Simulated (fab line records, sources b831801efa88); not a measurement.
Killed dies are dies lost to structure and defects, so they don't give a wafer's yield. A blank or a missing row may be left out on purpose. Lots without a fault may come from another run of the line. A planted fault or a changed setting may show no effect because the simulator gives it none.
Which tool did it? | flow sky130 | 7 lots, 21 wafers sampled, at 2 steps of a route of 708

WHAT THE GAUGES READ, wafer by wafer
SKY_SD_N_CD_MEAS_07: target cd 380 nm.
lot  | measured     | on        | cd_nm (nm)
L921 | day 28 17:04 | cd_sem-01 | 381.8 379.4 379.7
L923 | day 29 07:26 | cd_sem-02 | 383.3 382.7 382.9
L927 | day 30 18:41 | cd_sem-02 | 377.6 379.6 377.4
L930 | day 31 20:55 | cd_sem-01 | 379.3 379.7 380.6
L938 | day 34 06:34 | cd_sem-02 | 231.9 232.3 231.6 232.0 232.4 231.6
L940 | day 34 15:55 | cd_sem-02 | 234.3 233.2 230.7 234.6 232.6 230.5
L942 | day 35 08:30 | cd_sem-02 | 382.5 381.7 382.7

WHICH TOOL RAN EACH LOT (tool, then ch and the chambers of the sampled wafers, then the start)
lot  | SKY_SD_N_DEVELOP_06
L921 | litho_track-04 ch 0, day 28 16:55
L923 | litho_track-03 ch 0, day 29 07:18
L927 | litho_track-01 ch 0, day 30 18:32
L930 | litho_track-04 ch 0, day 31 20:46
L938 | litho_track-04 ch 0, day 34 06:25
L940 | litho_track-04 ch 0, day 34 15:46
L942 | litho_track-03 ch 0, day 35 08:21
- SKY_SD_N_DEVELOP_06: develop time 60 s.

THE ANSWER, worked out from the rows above alone
Rule: what is usual is taken from the lots themselves. Put in order of their means at a reading, lots are off if they are a third of the lots or fewer, leave a main group of 4 or more, and stand apart from it by a gap of 3 or more times the standard deviation of the main group's means; of several such gaps the widest counts. A main group whose means are all the same, to the digits that the tables above print for the reading, isn't used. A lot without any number at a reading at which 4 lots or more have one is off too. The other lots that the step has rows for count as sound.
Off: L938, L940, at SKY_SD_N_CD_MEAS_07 (cd_nm). The main group: mean 380.7 nm, standard deviation 1.7.
A tool fits if, at a process step before that reading, it ran every lot that is off, and no sound lot after the first of them. The gauges at SKY_SD_N_CD_MEAS_07 are tried like those tools. One fits: litho_track-04 at SKY_SD_N_DEVELOP_06. Its last sound lot is L930 (day 31 20:46), its first lot that is off L938 (day 34 06:25): a fault that began between those two fits.

WHAT THE SIMULATOR HAD PUT IN
Process parameter drift: litho_track-04, from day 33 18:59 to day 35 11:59, at SKY_SD_N_DEVELOP_06. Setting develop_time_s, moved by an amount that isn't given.
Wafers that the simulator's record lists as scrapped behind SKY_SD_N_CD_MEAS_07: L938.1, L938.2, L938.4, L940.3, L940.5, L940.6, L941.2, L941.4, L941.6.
Lots struck among those shown: L938, L940. The rule above found the same.
